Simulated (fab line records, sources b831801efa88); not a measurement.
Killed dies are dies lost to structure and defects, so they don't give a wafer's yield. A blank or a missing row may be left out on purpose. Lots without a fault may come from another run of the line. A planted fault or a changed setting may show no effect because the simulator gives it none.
Problem report in the 8D (eight disciplines) form, filled by code | flow gf180mcu | the parts of the form that need people (team, actions taken, sign-off) are left out

1. THE PROBLEM
HV_LDD_2_TW at GF_HV_LDD_TW_MEAS_23 reads a mean of 872 on 6 wafers of 2 lots; wafers without a fault read 1057 with a standard deviation of 5.7. That is -33 standard deviations from the usual mean.
First seen on wafer L292.3, day 15 16:02, on film_metro-01. The record holds 36 wafers of 12 lots with a number at this step. Rule for "out", or "out of limits": more than 4 standard deviations from the usual mean. The other wafers with a number count as sound.

2. WHAT IT IS AND WHAT IT IS NOT
question                    | is                           | is not
which readings at this step | HV_LDD_2_TW                  | -
which lots                  | L292, L293                   | L283, L285, L287, L288, L289, L290, L291, L294, L295, L299
which wafers of those lots  | all that have a number       | -
read on which gauges        | film_metro-01, film_metro-03 | film_metro-02
when                        | from day 15 16:02            | up to then (21 sound wafers); but 9 sound wafers of L294, L295, L299 came after

3. SUSPECTS, AND WHAT RULES EACH OUT
Counting: a tool at a process step up to the reading stays a suspect if it ran every lot that is out and no sound lot after the first of them.
- the gauge at GF_HV_LDD_TW_MEAS_23: ruled out. The wafers that are out were read on 2 gauges (film_metro-01, film_metro-03).
- implanter-04 at GF_HV_LDD_IMPLANT_21: kept. It ran every lot that is out, first L292 (day 15 15:49), and no sound lot after that; its last sound lot up to then is L291 (day 14 17:31). Its own readings are out on those wafers: dose_ions_cm2, faraday_current_uA.
Left after counting: implanter-04 at GF_HV_LDD_IMPLANT_21.

4. THE CAUSE (what the simulator had put in)
Process parameter drift: implanter-04, from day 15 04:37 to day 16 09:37, at GF_HV_LDD_IMPLANT_21. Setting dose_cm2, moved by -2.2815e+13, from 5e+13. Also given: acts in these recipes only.
Counting left only this tool.

5. THE CHAIN OF EFFECTS, in route order
Each row: a reading whose mean over the struck wafers that have a number lies more than 3 standard deviations from the usual. Only readings for which the record gives a usual standard deviation are gone through. hours: the time from each lot's start at the first step in this table that gives one to its start at this step, as a median over the lots. sigmas: the change in usual standard deviations.
hours | step                 | reading            | usual | on struck wafers | change | sigmas
0     | GF_HV_LDD_IMPLANT_21 | dose_ions_cm2      | 5e+13 | 3e+13            | -2e+13 | -99 or more
0     | GF_HV_LDD_IMPLANT_21 | faraday_current_uA | 283   | 152              | -130   | -24
0     | GF_HV_LDD_TW_MEAS_23 | HV_LDD_2_TW        | 1057  | 872              | -185   | -33
The process steps in it:
- GF_HV_LDD_IMPLANT_21
Later measuring or inspecting steps at which every struck wafer that the step has a row for has a number for every such reading, and none has moved that far: GF_HV_LDD_CD_MEAS_46.

6. WHAT WOULD HAVE CAUGHT IT SOONER
In this record the first reading out of limits at a measuring or inspecting step was taken at day 15 16:02, 11 hours after the fault began at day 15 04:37.
The tool's own readings at GF_HV_LDD_IMPLANT_21 were out on every struck wafer that the step has a row for (dose_ions_cm2, faraday_current_uA): an alarm limit on them would have fired on the first of those.
Of the lots that are out (2), L293 began GF_HV_LDD_IMPLANT_21 on implanter-04 after day 15 16:02. A hold on the tool at that time would have spared it.
